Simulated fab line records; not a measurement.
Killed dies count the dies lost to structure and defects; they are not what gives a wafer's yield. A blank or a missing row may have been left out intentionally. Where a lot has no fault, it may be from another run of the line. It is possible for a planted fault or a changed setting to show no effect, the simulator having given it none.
Code-filled problem report in 8D (eight disciplines) form    flow gf180mcu    the parts of the form that need people (team, actions taken, sign-off) are left out

== 1. PROBLEM STATEMENT ==
Mean NSD_RS at GF_PSD_RS_MEAS_14: 42.65 ohm/sq over 6 wafers in 2 lots; fault-free wafers: 46.10 ohm/sq, standard deviation 0.074. That puts it -47 standard deviations away from the usual mean.
The step: measures by four-point-probe.
The first sign was on wafer L148.2 at day 20 00:01, on film metro-02. At this step, 33 wafers from 11 lots have a number in the record. The rule behind "out" and "out of limits": a value lying over 4 standard deviations away from the usual mean. All remaining wafers that have a number are taken as sound.

== 2. WHAT IT IS AND WHAT IT IS NOT ==
question                     is                            is not
which readings at this step  NSD_RS                        -
which lots                   L148, L149                    L133, L134, L135, L138, L139, L145, L152, L153, L154
which wafers of those lots   all that have a number        -
read on which gauges         film metro-02, film metro-04  film metro-03
when                         from day 20 00:01             up to then (18 sound wafers); but 9 sound wafers of L152, L153, L154 came after

== 3. THE SUSPECTS, EACH WITH WHAT RULES IT OUT ==
Counting: a tool at any process step up to the reading remains a suspect when it ran all the lots that are out and ran no sound lot after the first of those.
- the gauge at GF_PSD_RS_MEAS_14 is ruled out. 2 gauges (film metro-02, film metro-04) read the wafers that are out.
- implanter-04 at GF_NSD_IMPLANT_09: kept. It processed each lot that is out, first L148 at day 19 00:02, and no sound lot thereafter; up to then, the last sound lot it processed was L145 at day 17 17:45. Its own readings are out on those wafers: beam energy keV.
- plasma asher-03 at GF_NSD_STRIP_11 (strips in O2/N2): ruled out as a lasting fault. Following L148 (day 19 00:19), the first lot on it that is out, the sound lots L153, L154 were run on it.
Left after counting: implanter-04 at GF_NSD_IMPLANT_09.

== 4. THE CAUSE (what the simulator had put in) ==
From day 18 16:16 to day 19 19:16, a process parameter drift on implanter-04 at GF_NSD_IMPLANT_09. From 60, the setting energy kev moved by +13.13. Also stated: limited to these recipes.
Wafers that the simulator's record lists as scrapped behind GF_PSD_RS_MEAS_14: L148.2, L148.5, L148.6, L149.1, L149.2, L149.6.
Counting left only this tool.

== 5. THE CHAIN OF EFFECTS, in route order ==
Rows list readings where the struck wafers' mean (over those with a number) sits beyond 3 standard deviations from the usual. Scope: only readings with a usual standard deviation given in the record; hours: median across lots of the time from each lot's start at the first step in this table that gives one to its start at this step; sigmas: change in usual standard deviations.
hours  step               reading                   usual         on struck wafers  change   sigmas
0      GF_NSD_IMPLANT_09  beam energy keV           59.997        73.133            +13.136  +99 or more
0      GF_NSD_STRIP_11    oes product au            0.487 a.u.    0.470             -0.017   -3.7
0      GF_NSD_STRIP_11    strip time to endpoint s  22.97 s       24.80             +1.83    +43
0      GF_NSD_TW_MEAS_12  NSD_TW                    4250          4388              +138     +3.4
24     GF_PSD_RS_MEAS_14  NSD_RS                    46.10 ohm/sq  42.65             -3.45    -47
Process steps it contains:
- GF_NSD_IMPLANT_09
- GF_NSD_STRIP_11: strips in O2/N2.

== 6. HOW IT WOULD HAVE BEEN CAUGHT EARLIER ==
32 hours passed between the start of the fault at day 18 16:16 and the first reading out of limits at a measuring or inspecting step in this record, taken at day 20 00:01.
The tool's own readings at GF_NSD_IMPLANT_09 were out on every struck wafer that the step has a row for (beam energy keV): an alarm limit on them would have fired on the first of those.
By day 20 00:01 the whole set of lots that are out, 2 in number, had already begun GF_NSD_IMPLANT_09 on implanter-04. Tool hold at that time: it would have spared none of them.
